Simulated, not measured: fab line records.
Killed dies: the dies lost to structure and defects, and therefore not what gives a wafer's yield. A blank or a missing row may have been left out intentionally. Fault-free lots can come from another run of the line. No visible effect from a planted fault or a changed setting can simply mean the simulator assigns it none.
Matching of chambers    flow sfq-line    SFQ_TRILAYER_I4_VIA_ETCH_VIA_ETCH_106 on rie-diel-03: 4 sister chambers
The step etches SiO2 in CHF3, stops on Nb, target depth 260 nm. 14 wafers are shown with their chamber, then 6 later ones without.

== WAFERS WITH THEIR CHAMBER ==
wafer   chamber  drypump-motor-current-A (A)  oes-product-au (a.u.)
L806.1  0        5.3                          0.860
L806.5  0        5.3                          0.859
L806.6  1        6.8                          0.856
L813.6  3        5.3                          0.860
L814.6  2        5.7                          0.862
L818.1  3        5.2                          0.856
L818.2  0        5.3                          0.851
L818.5  3        5.2                          0.852
L821.1  0        5.3                          0.857
L821.2  1        6.8                          0.855
L821.5  1        6.7                          0.855
L823.1  3        5.3                          0.852
L823.5  1        6.8                          0.849
L823.6  3        5.3                          0.854

SIGNATURES (averages over the wafers above)
reading                  chamber 0  chamber 1  chamber 2  chamber 3  scatter within a chamber
drypump-motor-current-A  5.300      6.775      5.700      5.260      0.0442
oes-product-au           0.85675    0.85375    0.86200    0.85480    0.00353
Rule: a wafer lies at a distance from a chamber equal to the root of the sum of squares, over the readings, of (its reading less the chamber's mean, divided by the reading's scatter). If the next closest chamber is less than 2 further off than the closest, the wafer can't be placed; otherwise it belongs to the closest. The scatter: take each reading less its chamber's mean, square it, sum over the shown wafers, divide by the number of wafers less the number of chambers, and take the root.

== WAFERS WITHOUT THEIR CHAMBER ==
wafer   drypump-motor-current-A (A)  oes-product-au (a.u.)
L824.1  5.2                          0.852
L824.4  6.7                          0.855
L824.6  5.7                          0.849
L828.1  6.8                          0.851
L828.3  5.2                          0.853
L828.5  5.2                          0.850

== THE CHAMBER EACH PASSED THROUGH ==
wafer   from the rows above      in truth
L824.1  can't be placed: 3 or 0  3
L824.4  1                        1
L824.6  2                        2
L828.1  1                        1
L828.3  can't be placed: 3 or 0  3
L828.5  can't be placed: 3 or 0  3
Correctly placed: 3 of 6. Not placeable from these rows: 3 (in 3, the candidates include the true chamber). Wrongly placed: 0.
